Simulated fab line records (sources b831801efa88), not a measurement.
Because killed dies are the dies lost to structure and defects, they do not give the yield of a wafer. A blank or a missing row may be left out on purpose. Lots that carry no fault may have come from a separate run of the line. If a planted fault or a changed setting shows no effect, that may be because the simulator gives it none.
Chamber matching || flow sky130 || SKY_SPACER_ETCHBACK_02 on rie diel-02 has 4 sister chambers
The step etches Si3N4 in CH3F/O2, stops on SiO2, time 46.7 s, target depth 45 nm. 7 wafers are shown with their chamber, then 7 later ones without.

== WAFERS PAIRED WITH THEIR CHAMBERS ==
{"wafer": "L382.1", "chamber": 3, "throttle valve pct (%)": 10.571, "oes product au (a.u.)": 0.855}
{"wafer": "L382.6", "chamber": 2, "throttle valve pct (%)": 10.548, "oes product au (a.u.)": 0.855}
{"wafer": "L385.2", "chamber": 0, "throttle valve pct (%)": 10.561, "oes product au (a.u.)": 0.852}
{"wafer": "L385.3", "chamber": 3, "throttle valve pct (%)": 10.589, "oes product au (a.u.)": 0.862}
{"wafer": "L385.6", "chamber": 0, "throttle valve pct (%)": 10.574, "oes product au (a.u.)": 0.853}
{"wafer": "L387.2", "chamber": 2, "throttle valve pct (%)": 10.550, "oes product au (a.u.)": 0.878}
{"wafer": "L387.4", "chamber": 1, "throttle valve pct (%)": 10.553, "oes product au (a.u.)": 0.859}

== WAFERS WITH NO CHAMBER GIVEN ==
{"wafer": "L387.5", "throttle valve pct (%)": 10.587, "oes product au (a.u.)": 0.872}
{"wafer": "L388.3", "throttle valve pct (%)": 10.564, "oes product au (a.u.)": 0.852}
{"wafer": "L388.4", "throttle valve pct (%)": 10.576, "oes product au (a.u.)": 0.857}
{"wafer": "L388.5", "throttle valve pct (%)": 10.552, "oes product au (a.u.)": 0.869}
{"wafer": "L389.1", "throttle valve pct (%)": 10.557, "oes product au (a.u.)": 0.852}
{"wafer": "L389.3", "throttle valve pct (%)": 10.570, "oes product au (a.u.)": 0.848}
{"wafer": "L389.5", "throttle valve pct (%)": 10.564, "oes product au (a.u.)": 0.853}

== THE CHAMBER EACH PASSED THROUGH ==
{"wafer": "L387.5", "from the rows above": "can't be placed: 3 or 0", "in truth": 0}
{"wafer": "L388.3", "from the rows above": "can't be placed: 0 or 1 or 3 or 2", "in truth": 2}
{"wafer": "L388.4", "from the rows above": "can't be placed: 3 or 0", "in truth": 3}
{"wafer": "L388.5", "from the rows above": "can't be placed: 2 or 1 or 0", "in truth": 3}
{"wafer": "L389.1", "from the rows above": "can't be placed: 1 or 0 or 2 or 3", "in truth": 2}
{"wafer": "L389.3", "from the rows above": "can't be placed: 0 or 3 or 1", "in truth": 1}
{"wafer": "L389.5", "from the rows above": "can't be placed: 0 or 1 or 3 or 2", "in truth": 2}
Correct placement for 0 of the 7. Unplaceable from these rows: 7, with the true chamber sitting among the candidates in 6. Wrongly placed: 0.
How it was worked out, from the rows above alone: a wafer's distance from a chamber is the root of the sum, over the readings, of the square of ((its reading less the chamber's mean) divided by the reading's scatter). The wafer belongs to the nearest chamber; if the next one is less than 2 further off, it can't be placed. Each chamber's mean is taken over the wafers shown for it. The scatter: take each reading less its chamber's mean, square it, sum over the shown wafers, divide by the number of wafers less the number of chambers, and take the root.
